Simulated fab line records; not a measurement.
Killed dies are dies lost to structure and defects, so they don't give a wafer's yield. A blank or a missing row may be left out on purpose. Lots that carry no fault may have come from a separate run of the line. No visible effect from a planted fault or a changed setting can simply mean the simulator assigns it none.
A struck lot beside a sound one -- flow sky130 -- 35 steps out of a route of 708
Sound: these wafers, L133.2, L133.3, L133.4. Struck: wafer L136.5 (L136.3, L136.4, from the same lot, were not struck and are left out); the cause is given at the end.
For every step that has rows: the tool of each side, followed by ch and its chambers, followed by its first start. Under that, the readings that differ: sound wafers -- struck wafers -- difference of the means -- sigmas: that difference in standard deviations of wafers without a fault.
alike: words and numbers the same on both sides, and readings whose means are apart by under 2 such deviations; not compared: readings that were withheld, readings missing a value for some wafer, numbers with overlapping values and no deviation given by the record, and bounds like >300 which may hide the same value.
A row with sigmas, a row that says differs or no value, or rows on one side alone: a step with any of these is where the two part. Numbers that have no deviation but don't overlap get no sigmas and don't part them. Lack of a reading on every wafer of one side parts them only where that side has two or more wafers.

SKY_SD_P_CD_MEAS_07: the cd target is 380 nm.
  sound on cd_sem-02, day 29 11:15; struck on cd_sem-01, day 29 19:01
  alike: cd_nm
SKY_SD_P_OVL_MEAS_08:
  sound on overlay-02, day 29 11:21; struck on overlay-02, day 29 19:07
reading,sound,struck,difference,sigmas
SD_P_OVL (nm),-0.2 -0.5 -0.5,2.5,+2.9,+2
next, for these wafers, 1 step has no rows: SKY_SD_P_IMPLANT_09.
SKY_SD_P_STRIP_10: strips in O2/N2.
  sound on plasma_asher-02 ch 0,1, day 29 11:32; struck on plasma_asher-01 ch 1, day 29 19:19
  alike: drypump_motor_current_A, o2_flow_sccm, oes_product_au, strip_time_to_endpoint_s
  not compared: rf_hours_counter_h
SKY_SD_P_TW_MEAS_11:
  sound on film_metro-02, day 29 11:38; struck on film_metro-02, day 29 19:24
  alike: SD_P_TW
then, 7 steps without rows for these wafers: SKY_RES_XHIGH_DEHYDRATE_00 (time 60 s); SKY_RES_XHIGH_HMDS_01 (prime time 60 s); SKY_RES_XHIGH_COAT_02 (resist thk 1140 nm); SKY_RES_XHIGH_SOFTBAKE_03 (time 60 s); SKY_RES_XHIGH_EXPOSE_04 (exposes mask URPM, target cd 1270 nm); SKY_RES_XHIGH_PEB_05; SKY_RES_XHIGH_DEVELOP_06 (develop time 60 s).
SKY_RES_XHIGH_IMPLANT_07:
  sound on implanter-01 ch 0, day 30 15:07; struck on implanter-03 ch 0, day 30 23:29
  alike: tilt_deg
SKY_RES_XHIGH_STRIP_08: strips in O2/N2.
  sound on plasma_asher-01 ch 0,1, day 30 15:14; struck on plasma_asher-01 ch 0, day 30 23:38
reading,sound,struck,difference,sigmas
oes_product_au (a.u.),0.715 0.708 0.713,0.723,+0.011,+3
  alike: drypump_motor_current_A, o2_flow_sccm, strip_time_to_endpoint_s
  not compared: rf_hours_counter_h
SKY_RES_XHIGH_TW_MEAS_09:
  sound on film_metro-04, day 30 15:21; struck on film_metro-01, day 30 23:44
reading,sound,struck,difference,sigmas
RES_XHIGH_TW,1655 1660 1655,1480,-177,-9
then, 7 steps without rows for these wafers: SKY_SD_N_DEHYDRATE_00 (time 60 s); SKY_SD_N_HMDS_01 (prime time 60 s); SKY_SD_N_COAT_02 (resist thk 1140 nm); SKY_SD_N_SOFTBAKE_03 (time 60 s); SKY_SD_N_EXPOSE_04 (exposes mask NSDM, target cd 380 nm); SKY_SD_N_PEB_05; SKY_SD_N_DEVELOP_06 (develop time 60 s).
SKY_SD_N_CD_MEAS_07: the cd target is 380 nm.
  sound on cd_sem-02, day 31 17:42; struck on cd_sem-01, day 32 03:55
  alike: cd_nm
SKY_SD_N_OVL_MEAS_08:
  sound on overlay-02, day 31 17:48; struck on overlay-01, day 32 04:01
  alike: SD_N_OVL
then, 2 steps without rows for these wafers: SKY_SD_N_IMPLANT_09; SKY_SD_N_IMPLANT_10.
SKY_SD_N_STRIP_11: strips in O2/N2.
  sound on plasma_asher-04 ch 0,1, day 31 18:08; struck on plasma_asher-04 ch 0, day 32 04:22
  alike: drypump_motor_current_A, o2_flow_sccm, oes_product_au, strip_time_to_endpoint_s
  not compared: rf_hours_counter_h
SKY_SD_N_TW_MEAS_12:
  sound on film_metro-02, day 31 18:14; struck on film_metro-01, day 32 04:27
  alike: SD_N_TW
then, 1 step without rows for these wafers: SKY_SD_N_CLEAN_13 (cleans in SC1/SC2, time 150 s).
SKY_SD_N_RTA_14: time 2 s.
  sound on rtp_anneal-01 ch 0, day 31 18:22; struck on rtp_anneal-01 ch 0, day 32 04:34
  alike: lamp_power_pct, wafer_temp_C_max
SKY_SD_N_RS_MEAS_16: a four-point-probe measurement.
  sound on film_metro-04, day 31 18:36; struck on film_metro-04, day 32 04:46
  alike: SD_N_RS
SKY_SD_N_RS_MEAS_17: a four-point-probe measurement.
  sound on film_metro-04, day 31 18:43; struck on film_metro-04, day 32 04:53
  alike: SD_P_RS
SKY_SD_N_RS_MEAS_18: a four-point-probe measurement.
  sound on film_metro-04, day 31 18:50; struck on film_metro-04, day 32 05:00
reading,sound,struck,difference,sigmas
RES_XHIGH_RS (ohm/sq),333.4 333.7 333.2,420.1,+86.7,+79
then, 1 step without rows for these wafers: SKY_SALICIDE_CLEAN_00 (cleans in HF-last, time 30 s).
-- the record jumps here: 17 days lie between the struck wafers' starts before and after (it left off in module SALICIDE and takes up again in module PAD_OPEN, whose first step shown is number 708 of the route) --
SKY_PAD_OPEN_PROBE_99:
  sound on prober-02, day 48 16:01; struck on prober-01, day 49 01:46
reading,sound,struck,difference,sigmas
model.etest.res_xhigh_po.line_ohm_um,5771 5750 5646,1.512e+04,+9.398e+03,
model.etest.res_xhigh_po.rs_ohm_sq_range,41.84 67.11 39.66,3532,+3482,
model.etest.res_xhigh_po.rs_ohm_sq,2010 2021 1991,5347,+3340,
model.etest.res_xhigh_po.rs_ohm_sq_rim_less_centre,9.273 -6.391 8.844,-1436,-1440,
  alike: killed_at_M0_to_M3, killed_at_M4_up, killed_at_contacts, killed_at_front_end, killed_at_other, killed_dies, killed_open, killed_short

== WHERE THEY PART ==
At SKY_SD_P_OVL_MEAS_08 first; at SKY_SD_N_RS_MEAS_18 last (within this record only). Later steps at which nothing parts them and some readings are alike: SKY_PAD_OPEN_PROBE_99.

WHY: the cause the simulator had injected
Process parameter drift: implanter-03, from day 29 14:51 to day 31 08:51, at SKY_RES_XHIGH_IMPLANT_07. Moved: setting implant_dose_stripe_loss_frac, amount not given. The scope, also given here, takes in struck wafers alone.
